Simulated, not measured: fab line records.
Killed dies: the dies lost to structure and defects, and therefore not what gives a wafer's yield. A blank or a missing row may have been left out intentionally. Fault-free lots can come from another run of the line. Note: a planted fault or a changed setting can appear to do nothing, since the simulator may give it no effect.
fab line records	flow sky130
record: lots: 6	wafers: 18	last-day: 49
route steps=708 shown VIA1@467 METAL2@483 PAD_OPEN@708
lots untouched by any fault: they come from a run of this same line in which no faults occurred
start-h: start of the lot's first displayed wafer, in hours after the record's first day	wait-h: time in hours since the lot's previous step	" unchanged from the row above	L1.1+2: a single row standing in for several wafers	- value missing, or start not given	* or withheld: withheld	< > ~ a bound
route shown NAME@n: a module of which the file shows steps, and the number in the route of the first	usual: mean/standard deviation of fault-free wafers	same: alike in all rows	chamber/n: place in a boat	sites: per-site readings	_std_site: standard deviation across them	_edge_site: the outer-site mean with the inner-site mean subtracted	radius-mm: how far each site lies from the wafer's centre	mask NAME#n: copy n	behind: the tool/chamber that last shaped the wafer	hold: the reason the lot was held/the length of the hold in hours/how it ended	device: the transistor (n, p or np) that didn't switch	end of line: the tests these same wafers got at the end of their route	for a step that has no rows: nothing shown but its recipe	killed: dies that structure and defects cost at the first sort, which is not the same as the wafer's yield	map: a wafer's dies, marking killed ones x, the rest . and places with no die _
set.NAME: setting as actually run; set.NAME@STEP: the setting as run at that earlier step	model.NAME: the simulator's own value behind a step, which no gauge read
lots at some steps of the route; a table a step, a row a wafer
services: from which hour (start-h, from the record's first day; less than 0 if before it) a tool's chamber was out of use, for how many hours, and why
== steps ==
step: SKY_VIA1_EXPOSE_09
recipe: mask-id: VIM	na: 0.8	source-shape: annular	sigma-inner: 0.55	sigma-outer: 0.85	target-cd-nm: 150	dose-mj: 38
step: SKY_VIA1_PEB_10
recipe: peb-temp-c: withheld	peb-time-s: withheld	resist: KrF-thick
step: SKY_VIA1_DEVELOP_11
recipe: develop-time-s: 60	resist: KrF-thick	dev-temp-c: 21
step: SKY_VIA1_CD_MEAS_12
recipe: target-cd-nm: 150
usual: cd-nm: 151.0/1.8
lot.wafer	tool	chamber	start-h	wait-h	cd-nm
L610.3	cd-sem-02	-	790.86	-	150.2
L610.4	"	-	"	"	151.4
L610.6	"	-	"	"	151.0
L613.2	cd-sem-02	-	823.59	-	149.4
L613.3	"	-	"	"	147.3
L613.6	"	-	"	"	148.9
L614.1	cd-sem-02	-	825.62	-	151.4
L614.4	"	-	"	"	150.6
L614.6	"	-	"	"	150.2
L618.3	cd-sem-02	-	853.31	-	151.1
L618.4	"	-	"	"	150.9
L618.5	"	-	"	"	150.7
L629.3	cd-sem-02	-	933.13	-	148.4
L629.5	"	-	"	"	150.3
L629.6	"	-	"	"	149.6
L630.2	cd-sem-02	-	939.71	-	151.2
L630.3	"	-	"	"	149.9
L630.6	"	-	"	"	152.0
step: SKY_VIA1_OVL_MEAS_13
usual: VIA1_OVL: 5/5.3
lot.wafer	tool	chamber	start-h	wait-h	VIA1_OVL[nm]
L610.3	overlay-02	-	790.95	0.1	1
L610.4	"	-	"	"	3
L610.6	"	-	"	"	-1
L613.2	overlay-01	-	823.70	0.1	12
L613.3	"	-	"	"	13
L613.6	"	-	"	"	4
L614.1	overlay-01	-	825.74	0.1	14
L614.4	"	-	"	"	16
L614.6	"	-	"	"	12
L618.3	overlay-01	-	853.40	0.1	8
L618.4	"	-	"	"	10
L618.5	"	-	"	"	7
L629.3	overlay-01	-	933.22	0.1	16
L629.5	"	-	"	"	15
L629.6	"	-	"	"	11
L630.2	overlay-01	-	939.82	0.1	-2
L630.3	"	-	"	"	-5
L630.6	"	-	"	"	-8
step: SKY_VIA1_ETCH_14
recipe: chemistry: N2/H2	target: BARC	ion-energy-ev: 200	source-w: 500	bias-w: 100	pressure-mtorr: 30	n2-flow-sccm: 100	h2-flow-sccm: 200	stop-on: SiO2	time-s: 45.9	target-depth-a: 600
usual: drypump-motor-current-A: 5.6/0.39	oes-product-au: 0.853/0.005	throttle-valve-pct: 13.225/0.0093
lot.wafer	tool	chamber	start-h	wait-h	drypump-motor-current-A	oes-product-au	rf-hours-counter-h	throttle-valve-pct
L610.3	rie-diel-02	2	790.98	0.0	5.6	0.855	19	13.212
L610.4	"	2	"	"	5.6	0.858	-	13.239
L610.6	"	3	"	"	5.6	0.848	-	13.212
L613.2	rie-diel-03	3	823.73	0.0	5.5	0.866	16	13.214
L613.3	"	2	"	"	5.9	0.856	1	13.232
L613.6	"	0	"	"	6.0	0.856	-	13.227
L614.1	rie-diel-01	2	825.78	0.0	5.1	0.863	11	13.213
L614.4	"	1	"	"	5.1	0.859	-	13.229
L614.6	"	2	"	"	5.2	0.849	-	13.221
L618.3	rie-diel-03	2	853.42	0.0	5.9	0.858	1	13.223
L618.4	"	3	"	"	5.4	0.848	17	13.221
L618.5	"	0	"	"	5.9	0.860	-	13.224
L629.3	rie-diel-02	0	933.25	0.0	6.1	0.851	17	13.234
L629.5	"	2	"	"	5.6	0.853	-	13.223
L629.6	"	3	"	"	5.6	0.852	-	13.228
L630.2	rie-diel-03	1	939.85	0.0	4.9	0.849	9	13.216
L630.3	"	3	"	"	5.5	0.860	20	13.214
L630.6	"	2	"	"	5.9	0.853	-	13.224
step: SKY_VIA1_ETCH_15
recipe: target: SiO2	chemistry: C4F8/O2/Ar	target-depth-nm: 351	stop-on: TiN	mask-material: KrF-thick	source-w: 1500	bias-w: 1200	pressure-mtorr: 40	c4f8-flow-sccm: withheld	O2_flow_sccm: 6	Ar_flow_sccm: 300	time-s: 54
usual: oes-product-au: 0.980/0.0074
lot.wafer	tool	chamber	start-h	wait-h	oes-product-au	rf-hours-counter-h
L610.3	rie-diel-02	2	791.02	0.0	0.979	19
L610.4	"	2	"	"	0.983	-
L610.6	"	3	"	"	0.973	-
L613.2	rie-diel-03	3	823.77	0.0	0.973	16
L613.3	"	2	"	"	0.974	1
L613.6	"	0	"	"	0.974	-
L614.1	rie-diel-01	2	825.82	0.0	0.979	11
L614.4	"	1	"	"	0.984	-
L614.6	"	2	"	"	0.985	-
L618.3	rie-diel-03	2	853.46	0.0	0.982	1
L618.4	"	3	"	"	0.971	17
L618.5	"	0	"	"	0.982	-
L629.3	rie-diel-02	0	933.29	0.0	0.981	17
L629.5	"	2	"	"	0.989	-
L629.6	"	3	"	"	0.978	-
L630.2	rie-diel-03	1	939.89	0.0	0.984	9
L630.3	"	3	"	"	0.966	20
L630.6	"	2	"	"	0.978	-
step: SKY_VIA1_STRIP_16
recipe: chemistry: O2/N2	power-w: 1400	pressure-mtorr: 1500	platen-temp-c: withheld	o2-flow-sccm: 3000	n2-flow-sccm: 300	overash-fraction: 0.5
usual: drypump-motor-current-A: 5.7/0.44	oes-product-au: 0.415/0.0047	strip-time-to-endpoint-s: 4.459/0.026
lot.wafer	tool	chamber	start-h	wait-h	drypump-motor-current-A	oes-product-au	rf-hours-counter-h	strip-time-to-endpoint-s
L610.3	plasma-asher-01	0	791.10	0.1	5.7	0.406	-	4.403
L610.4	"	1	"	"	5.7	0.412	-	4.421
L610.6	"	1	"	"	5.6	0.415	-	4.461
L613.2	plasma-asher-04	0	823.82	0.0	5.6	0.422	40	4.520
L613.3	"	0	"	"	5.6	0.412	-	4.420
L613.6	"	1	"	"	5.9	0.410	-	4.455
L614.1	plasma-asher-02	1	825.87	0.0	5.1	0.418	100	4.463
L614.4	"	0	"	"	6.7	0.417	-	4.461
L614.6	"	0	"	"	6.6	0.426	-	4.463
L618.3	plasma-asher-01	1	853.54	0.1	5.6	0.422	-	4.423
L618.4	"	0	"	"	5.7	0.416	-	4.495
L618.5	"	0	"	"	5.7	0.416	-	4.503
L629.3	plasma-asher-04	1	933.37	0.1	5.9	0.420	-	4.455
L629.5	"	0	"	"	5.6	0.406	-	4.440
L629.6	"	1	"	"	5.9	0.411	-	4.486
L630.2	plasma-asher-04	1	939.93	0.0	5.9	0.411	51	4.478
L630.3	"	1	"	"	5.9	0.413	-	4.521
L630.6	"	1	"	"	5.9	0.415	-	4.456
step: SKY_VIA1_STRIP_17
recipe: chemistry: post-etch-residue-remover	time-s: 1200	temp-c: 72.5
step: SKY_VIA1_CLEAN_18
recipe: chemistry: IPA	time-s: 180	temp-c: 25
step: SKY_VIA1_CLEAN_19
recipe: chemistry: O3/DIW	dry: n2-spin
step: SKY_VIA1_SPUTTER_20
recipe: material: TiN	target-thk-nm: 20	chamber-pressure-pa: 5	power-w: 4000	time-s: 80
usual: throttle-valve-pct: 29.0/1
lot.wafer	tool	chamber	start-h	wait-h	throttle-valve-pct
L610.3	pvd-sputter-04	-	791.66	0.0	31.0
L610.4	"	-	"	"	27.2
L610.6	"	-	"	"	27.4
L613.2	pvd-sputter-04	-	824.45	0.0	31.0
L613.3	"	-	"	"	30.4
L613.6	"	-	"	"	27.4
L614.1	pvd-sputter-01	-	826.50	0.0	28.5
L614.4	"	-	"	"	29.8
L614.6	"	-	"	"	27.8
L618.3	pvd-sputter-01	-	854.10	0.0	28.7
L618.4	"	-	"	"	29.3
L618.5	"	-	"	"	29.9
L629.3	pvd-sputter-01	-	933.96	0.0	28.8
L629.5	"	-	"	"	29.3
L629.6	"	-	"	"	28.5
L630.2	pvd-sputter-01	-	940.59	0.0	28.7
L630.3	"	-	"	"	27.8
L630.6	"	-	"	"	29.8
step: SKY_VIA1_CVD_21
recipe: material: W	target-thk-nm: 270	time-s: 80.902	temp-c: 400	pressure-torr: 40
usual: heater-power-outer-w: 510/42	heater-power-w: 798/52
lot.wafer	tool	chamber	start-h	wait-h	heater-power-outer-w	heater-power-w	model.W_of_VIA1_CVD_21.thk-nm
L610.3	cvd-w-01	0	791.75	0.1	495	794	270.4
L610.4	"	1	"	"	553	798	268
L610.6	"	1	"	"	539	801	267
L613.2	cvd-w-02	1	824.52	0.0	552	905	273.7
L613.3	"	1	"	"	543	913	268.3
L613.6	"	0	"	"	464	764	270.9
L614.1	cvd-w-02	0	826.57	0.0	475	749	265.5
L614.4	"	1	"	"	554	899	379.7
L614.6	"	1	"	"	551	918	381.2
L618.3	cvd-w-02	0	854.19	0.1	470	760	265.4
L618.4	"	1	"	"	558	913	383
L618.5	"	0	"	"	472	765	265.2
L629.3	cvd-w-01	0	934.05	0.1	479	791	274.6
L629.5	"	1	"	"	541	811	273.5
L629.6	"	0	"	"	477	772	279.8
L630.2	cvd-w-02	0	940.65	0.0	429	703	267.2
L630.3	"	0	"	"	430	694	266.7
L630.6	"	0	"	"	424	683	270.3
step: SKY_VIA1_RS_MEAS_22
recipe: thk-meas-gauge: four-point-probe	reads: W_of_VIA1_CVD_21+TiN_of_VIA1_SPUTTER_20
usual: VIA1_W_RS: 0.425/0.0063
lot.wafer	tool	chamber	start-h	wait-h	VIA1_W_RS[ohm/sq]
L610.3	film-metro-02	-	791.85	0.1	0.426
L610.4	"	-	"	"	0.429
L610.6	"	-	"	"	0.431
L613.2	film-metro-02	-	824.63	0.1	0.420
L613.3	"	-	"	"	0.429
L613.6	"	-	"	"	0.425
L614.1	film-metro-02	-	826.66	0.1	0.434
L614.4	"	-	"	"	0.302
L614.6	"	-	"	"	0.301
L618.3	film-metro-01	-	854.30	0.1	0.434
L618.4	"	-	"	"	0.299
L618.5	"	-	"	"	0.434
L629.3	film-metro-01	-	934.15	0.1	0.418
L629.5	"	-	"	"	0.421
L629.6	"	-	"	"	0.412
L630.2	film-metro-01	-	940.77	0.1	0.431
L630.3	"	-	"	"	0.432
L630.6	"	-	"	"	0.426
step: SKY_VIA1_THK_MEAS_23
recipe: thk-meas-gauge: xrf	reads: W_of_VIA1_CVD_21
usual: VIA1_W_THK: 276/4.5
lot.wafer	tool	chamber	start-h	wait-h	VIA1_W_THK[nm]
L610.3	film-metro-02	-	791.95	0.1	273
L610.4	"	-	"	"	270
L610.6	"	-	"	"	270
L613.2	film-metro-02	-	824.74	0.1	277
L613.3	"	-	"	"	273
L613.6	"	-	"	"	275
L614.1	film-metro-02	-	826.78	0.1	268
L614.4	"	-	"	"	386
L614.6	"	-	"	"	389
L618.3	film-metro-01	-	854.40	0.1	272
L618.4	"	-	"	"	393
L618.5	"	-	"	"	271
L629.3	film-metro-01	-	934.25	0.1	281
L629.5	"	-	"	"	278
L629.6	"	-	"	"	283
L630.2	film-metro-01	-	940.88	0.1	273
L630.3	"	-	"	"	271
L630.6	"	-	"	"	274
step: SKY_VIA1_CMP_24
recipe: stop-on: SiO2	t-overpolish-s: 15	down-force-psi: 3.5	platen-rpm: 60	target-thk-nm: 0	pad-velocity-m-s: 0.94248
usual: motor-current-A: 11.0/0.83	time-to-endpoint-s: 66/4.3
lot.wafer	tool	chamber	start-h	wait-h	motor-current-A	time-to-endpoint-s
L610.3	cmp-01	2	792.04	0.1	11.8	61
L610.4	"	0	"	"	12.4	60
L610.6	"	2	"	"	11.5	61
L613.2	cmp-01	2	824.79	0.0	11.6	65
L613.3	"	0	"	"	12.2	61
L613.6	"	2	"	"	11.5	63
L614.4	cmp-01	0	826.84	0.0	12.0	88
L614.1	"	3	"	"	10.8	64
L614.6	"	1	"	"	10.1	89
L618.3	cmp-02	3	854.44	0.0	9.6	71
L618.4	"	2	"	"	10.5	98
L618.5	"	3	"	"	9.1	71
L629.3	cmp-02	3	934.44	0.2	9.7	74
L629.5	"	0	"	"	11.7	70
L629.6	"	1	"	"	11.5	66
L630.2	cmp-01	2	940.93	0.0	11.1	64
L630.3	"	1	"	"	10.7	63
L630.6	"	2	"	"	11.4	65
step: SKY_METAL2_SPUTTER_00
recipe: material: Ti	target-thk-nm: 15	power-w: 3000	time-s: 10	chamber-pressure-pa: 0.4
usual: throttle-valve-pct: 29.8/1.2
lot.wafer	tool	chamber	start-h	wait-h	throttle-valve-pct
L610.3	pvd-sputter-02	-	792.29	0.2	29.8
L610.4	"	-	"	"	28.2
L610.6	"	-	"	"	28.8
L613.2	pvd-sputter-03	-	825.09	0.2	30.9
L613.3	"	-	"	"	31.5
L613.6	"	-	"	"	30.9
L614.1	pvd-sputter-04	-	827.14	0.1	30.6
L614.4	"	-	"	"	30.4
L614.6	"	-	"	"	30.4
L618.3	pvd-sputter-04	-	854.74	0.2	30.8
L618.4	"	-	"	"	30.5
L618.5	"	-	"	"	30.5
L629.3	pvd-sputter-04	-	934.59	0.1	27.4
L629.5	"	-	"	"	30.6
L629.6	"	-	"	"	27.6
L630.2	pvd-sputter-02	-	941.23	0.2	28.1
L630.3	"	-	"	"	29.5
L630.6	"	-	"	"	28.0
step: SKY_PAD_OPEN_PROBE_99
usual: defect-limited-yield: 82.7/1.9	killed_at_M0_to_M3: 43/7.3	killed_at_M4_up: 3.1/1.7	killed-at-contacts: 25/5.3	killed-at-front-end: 14/4.1	killed-at-other: 0.3/0.56	killed-dies: 85/9.4	killed-open: 46/7.4	killed-short: 38/5.8	sort_bin_3_pad_short: 0.8/0.4	sort_bin_5_function: 10.2/1.5	sort_bin_6_memory: 6.2/1.2	sort-n-pass: 407/9.4	sort-yield-pct: 82.7/1.9
same: gross-dies: 492	killed-at-back-side: 0	sort_bin_4_leakage[%]: 0	sort_bin_8_speed[%]: 0
lot.wafer	tool	chamber	start-h	wait-h	defect-limited-yield[%]	killed_at_M0_to_M3	killed_at_M4_up	killed-at-contacts	killed-at-front-end	killed-at-other	killed-dies	killed-open	killed-short	sort_bin_3_pad_short[%]	sort_bin_5_function[%]	sort_bin_6_memory[%]	sort-n-pass	sort-yield-pct[%]
L610.3	prober-02	-	1076.73	0.2	80.1	63	5	20	10	0	98	61	37	1.2	10.6	8.1	394	80.1
L610.4	prober-02	-	1076.78	0.2	85.0	33	3	27	9	2	74	39	34	1.4	11.0	2.6	418	85.0
L610.6	prober-02	-	1076.88	0.2	85.0	46	4	16	8	0	74	41	33	0.4	9.8	4.9	418	85.0
L614.1	prober-02	-	1102.16	0.1	81.3	44	1	30	17	0	92	59	32	0.4	12.6	5.7	400	81.3
L614.4	prober-02	-	1102.31	0.2	81.9	38	6	30	15	0	89	49	40	0	12.0	6.1	403	81.9
L614.6	prober-02	-	1102.41	0.2	85.8	23	2	33	12	0	70	39	30	1.2	8.7	4.3	422	85.8
L613.2	prober-01	-	1102.56	0.1	80.9	50	1	26	17	0	94	50	44	1.2	11.0	6.9	398	80.9
L613.3	prober-01	-	1102.61	0.2	81.3	45	2	34	11	0	92	56	36	0.8	8.5	9.3	400	81.3
L613.6	prober-01	-	1102.76	0.2	82.5	37	4	30	15	0	86	57	29	0.8	11.8	4.9	406	82.5
L618.3	prober-01	-	1124.29	0.2	86.4	30	3	20	14	0	67	29	37	0.4	9.1	4.1	425	86.4
L618.4	prober-01	-	1124.34	0.2	86.6	33	0	23	10	0	66	41	25	0.2	9.3	3.9	426	86.6
L618.5	prober-01	-	1124.39	0.2	82.9	42	5	19	18	0	84	47	37	0.8	9.1	7.1	408	82.9
L630.2	prober-01	-	1185.35	0.1	84.6	32	2	28	14	0	76	40	36	0.8	9.8	4.9	416	84.6
L630.3	prober-01	-	1185.40	0.2	87.6	26	1	17	17	0	61	33	28	0.8	6.9	4.7	431	87.6
L630.6	prober-01	-	1185.55	0.2	80.7	47	6	27	15	0	95	54	41	1.0	12.2	6.1	397	80.7
killed by level:class
L610.3 VIA1:geometric-particle:open=20 METAL2:geometric-particle:short=9 LI_CONTACT:geometric-particle:open=8 VIA2:geometric-particle:open=8 VIA3:geometric-particle:open=8 LOCAL_INTERCONNECT:geometric-particle:short=4 CONTACT:geometric-particle:open=4 VIA1:geometric-particle:short=4
L610.4 CONTACT:geometric-particle:open=11 LI_CONTACT:geometric-particle:open=6 LOCAL_INTERCONNECT:geometric-particle:short=6 VIA2:geometric-particle:open=5 VIA1:geometric-particle:open=5 METAL2:geometric-particle:short=5 VIA3:geometric-particle:open=5 METAL1:geometric-particle:short=4
L610.6 VIA1:geometric-particle:open=11 VIA3:geometric-particle:open=9 LI_CONTACT:geometric-particle:open=8 VIA1:geometric-particle:short=6 METAL1:geometric-particle:short=5 METAL2:geometric-particle:short=4 VIA2:geometric-particle:open=4 POLY_GATE:geometric-particle:short=3
L614.1 CONTACT:geometric-particle:open=12 VIA1:geometric-particle:open=10 VIA3:geometric-particle:open=9 LI_CONTACT:geometric-particle:open=8 LOCAL_INTERCONNECT:geometric-particle:short=7 METAL1:geometric-particle:short=6 POLY_GATE:geometric-particle:open=5 FIELD_ISO:geometric-particle:open=5
L614.4 CONTACT:geometric-particle:open=15 METAL2:geometric-particle:short=8 VIA1:geometric-particle:open=8 VIA2:geometric-particle:open=5 VIA3:geometric-particle:open=5 METAL4:geometric-particle:short=5 POLY_GATE:geometric-particle:short=4 POLY_GATE:geometric-particle:open=4
L614.6 CONTACT:geometric-particle:open=10 LI_CONTACT:geometric-particle:open=9 CONTACT:geometric-particle:short=7 VIA1:geometric-particle:open=6 VIA1:geometric-particle:short=5 LOCAL_INTERCONNECT:geometric-particle:short=5 POLY_GATE:geometric-particle:short=4 FIELD_ISO:geometric-particle:short=3
L613.2 VIA1:geometric-particle:open=14 CONTACT:geometric-particle:open=10 METAL1:geometric-particle:short=6 VIA1:geometric-particle:short=6 VIA2:geometric-particle:open=6 VIA3:geometric-particle:short=6 FIELD_ISO:geometric-particle:open=5 LI_CONTACT:geometric-particle:short=5
L613.3 LI_CONTACT:geometric-particle:open=14 VIA3:geometric-particle:open=10 VIA1:geometric-particle:short=7 VIA1:geometric-particle:open=7 LI_CONTACT:geometric-particle:short=6 VIA2:geometric-particle:open=6 CONTACT:geometric-particle:open=5 CONTACT:geometric-particle:short=4
L613.6 CONTACT:geometric-particle:open=11 LI_CONTACT:geometric-particle:open=10 VIA1:geometric-particle:open=10 VIA3:geometric-particle:open=7 METAL1:geometric-particle:short=5 FIELD_ISO:geometric-particle:open=4 POLY_GATE:geometric-particle:open=4 VIA2:geometric-particle:open=4
L618.3 METAL2:geometric-particle:short=9 VIA2:geometric-particle:open=7 CONTACT:geometric-particle:open=6 CONTACT:geometric-particle:short=5 LI_CONTACT:geometric-particle:open=5 METAL1:geometric-particle:short=4 VIA2:geometric-particle:short=4 FIELD_ISO:geometric-particle:short=3
L618.4 CONTACT:geometric-particle:open=10 VIA1:geometric-particle:open=8 LI_CONTACT:geometric-particle:open=7 VIA3:geometric-particle:open=5 METAL1:geometric-particle:short=5 METAL2:geometric-particle:short=4 CONTACT:geometric-particle:short=3 VIA2:geometric-particle:open=3
L618.5 VIA1:geometric-particle:open=12 CONTACT:geometric-particle:open=7 VIA3:geometric-particle:open=7 FIELD_ISO:geometric-particle:short=6 METAL1:geometric-particle:short=6 CONTACT:geometric-particle:short=5 FIELD_ISO:geometric-particle:open=4 METAL2:geometric-particle:short=4
L630.2 CONTACT:geometric-particle:open=10 LI_CONTACT:geometric-particle:open=8 METAL1:geometric-particle:short=8 VIA2:geometric-particle:open=7 VIA1:geometric-particle:open=6 VIA1:geometric-particle:short=5 POLY_GATE:geometric-particle:short=5 CONTACT:geometric-particle:short=5
L630.3 POLY_GATE:geometric-particle:open=9 CONTACT:geometric-particle:open=6 METAL1:geometric-particle:short=6 VIA3:geometric-particle:open=5 CONTACT:geometric-particle:short=4 VIA1:geometric-particle:open=4 LI_CONTACT:geometric-particle:short=3 FIELD_ISO:geometric-particle:short=2
L630.6 VIA1:geometric-particle:open=13 VIA2:geometric-particle:open=10 CONTACT:geometric-particle:open=9 LI_CONTACT:geometric-particle:open=7 VIA2:geometric-particle:short=7 METAL1:geometric-particle:short=6 CONTACT:geometric-particle:short=6 POLY_GATE:geometric-particle:short=4
== services ==
tool	chamber	start-h	hours	kind
plasma-asher-04	-	775.43	4.1	repair
pvd-sputter-01	-	778.26	2.4	repair
rie-diel-02	1	789.37	4.6	repair
pvd-sputter-02	-	792.97	1.8	repair
rie-diel-01	1	798.60	3.1	repair
cmp-02	-	812.50	12.4	pm
rie-diel-01	-	819.23	2.8	pm
rie-diel-01	3	822.93	11.5	repair
plasma-asher-01	-	826.62	1.2	repair
cmp-02	-	831.38	0.6	repair
plasma-asher-01	-	833.17	0.3	repair
cmp-02	-	846.90	5.6	pm
rie-diel-02	0	851.50	2.8	repair
cvd-w-02	-	851.63	0.8	repair
rie-diel-01	1	854.74	9.0	repair
cvd-w-01	-	854.92	3.8	pm
plasma-asher-01	-	855.09	3.9	repair
cvd-w-01	-	865.33	14.6	pm
cmp-01	-	874.98	3.9	repair
cmp-01	-	894.80	0.4	repair
cvd-w-02	-	904.00	14.0	pm
cmp-01	-	915.26	5.1	repair
pvd-sputter-04	-	929.15	1.2	repair
rie-diel-03	3	931.70	5.5	repair
== key ==
first-sign: step: SKY_VIA1_RS_MEAS_22	reading: VIA1_W_RS	direction: down	sigmas: 20	usual: 0.425	struck: 0.301
effect: step: SKY_VIA1_THK_MEAS_23	reading: VIA1_W_THK	direction: up	sigmas: 25	usual: 276	struck: 389
effect: step: SKY_VIA1_CMP_24	reading: time-to-endpoint-s	direction: up	sigmas: 5.9	usual: *	struck: *
model-effect: step: SKY_VIA1_CVD_21	value: W_of_VIA1_CVD_21.thk-nm	without: 270.7	struck: 381.3
met-at SKY_VIA1_CVD_21
struck-wafers L614.4,L614.6,L618.4
onset-between 824.52 826.57
fault: kind: process-parameter-drift	tool: cvd-w-02	chamber: 1	onset-h: 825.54	steps: SKY_VIA1_CVD_21	channel: target-thk-nm	offset: 111.37	shape: step	end-h: 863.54	acts-in: these-recipes-only	stated: 270
